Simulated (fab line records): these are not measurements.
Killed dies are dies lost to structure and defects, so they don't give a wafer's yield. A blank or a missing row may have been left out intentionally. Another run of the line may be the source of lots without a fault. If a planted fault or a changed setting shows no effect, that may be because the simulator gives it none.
Problem report in the 8D (eight disciplines) form, filled by code :: flow sfq_line :: the parts of the form that need people (team, actions taken, sign-off) are left out

== 1. PROBLEM STATEMENT ==
SFQ_TRILAYER_I0_METRO_MEASURE_029, thk_nm: mean 184.6 nm over 1 wafer from 1 lot; wafers with no fault: 199.2 nm, standard deviation 1. Relative to the usual mean, that is a shift of -15 standard deviations.
Earliest sighting: wafer L403.1 on film_metro-04 at day 17 23:29. The record has a number at this step for 36 wafers belonging to 12 lots. By rule, "out" or "out of limits" means more than 4 standard deviations away from the usual mean. The other wafers with a number count as sound.

== 2. WHAT IT IS AND WHAT IT IS NOT ==
question: which readings at this step
is: thk_nm
is not: -

question: which lots
is: L403
is not: L388, L389, L390, L391, L392, L393, L394, L395, L399, L405, L411

question: which wafers of those lots
is: L403.1
is not: L403.3, L403.5

question: read on which tools
is: film_metro-04
is not: film_metro-01, film_metro-02

question: when
is: from day 17 23:29
is not: up to then (29 sound wafers); but 6 sound wafers of L405, L411 came after

== 3. SUSPECTS, AND WHAT RULES EACH OUT ==
Counting: any tool at a process step up to the reading remains a suspect provided it ran every lot that is out. Sound lots after the first of them don't rule it out here, since some wafers of a struck lot are sound.
- cmp-02 at SFQ_TRILAYER_I0_CMP_CMP_028 (polishes SiO2): kept. The lot that is out, L403, ran on it at day 17 20:52; the last sound lot it ran before that was L395, at day 15 00:53.
- film_metro-04 at SFQ_TRILAYER_I0_METRO_MEASURE_029: kept. The lot that is out, L403, ran on it at day 17 23:29; the last sound lot it ran before that was L394, at day 14 14:00. On those wafers its own readings are out: thk_nm.
What counting leaves: cmp-02 at SFQ_TRILAYER_I0_CMP_CMP_028 and film_metro-04 at SFQ_TRILAYER_I0_METRO_MEASURE_029.

== 4. THE CAUSE (what the simulator had put in) ==
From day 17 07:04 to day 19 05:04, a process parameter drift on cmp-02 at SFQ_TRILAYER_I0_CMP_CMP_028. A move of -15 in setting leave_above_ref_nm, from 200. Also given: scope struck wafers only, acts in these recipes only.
After counting, 2 suspects remain, this tool included.

== 5. THE CHAIN OF EFFECTS, in route order ==
Each row: a reading whose mean over the struck wafers that have a number lies more than 3 standard deviations from the usual. Scope: only readings with a usual standard deviation given in the record; hours: median across lots of the time from each lot's start at the first step in this table that gives one to its start at this step; sigmas: change in usual standard deviations.
hours: 0
step: SFQ_TRILAYER_I0_METRO_MEASURE_029
reading: thk_nm
usual: 199.2 nm
on struck wafers: 184.6
change: -14.6
sigmas: -15

hours: 4
step: SFQ_TRILAYER_I0_VIA_ETCH_VIA_ETCH_034
reading: oes_product_au
usual: 0.853 a.u.
on struck wafers: 0.812
change: -0.041
sigmas: -8.2
The process steps in it:
- SFQ_TRILAYER_I0_METRO_MEASURE_029
- SFQ_TRILAYER_I0_VIA_ETCH_VIA_ETCH_034: etches SiO2 in CHF3, stops on Nb, target depth 260 nm.
Later steps that measure or inspect, where all struck wafers having a row at the step show a number for every such reading and not one has moved that far: SFQ_I6_BOW_MEAS_941.

== 6. HOW IT WOULD HAVE BEEN CAUGHT EARLIER ==
First out-of-limits reading in this record: day 17 23:29, which is 16 hours after fault onset at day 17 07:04.
No tool reading at SFQ_TRILAYER_I0_CMP_CMP_028 that has a usual standard deviation in the record was out on any struck wafer, so an alarm limit of 4 standard deviations on those readings would not have fired.
By day 17 23:29 the whole set of lots that are out, 1 in number, had already begun SFQ_TRILAYER_I0_CMP_CMP_028 on cmp-02. None of them would have been spared by holding the tool at that moment.
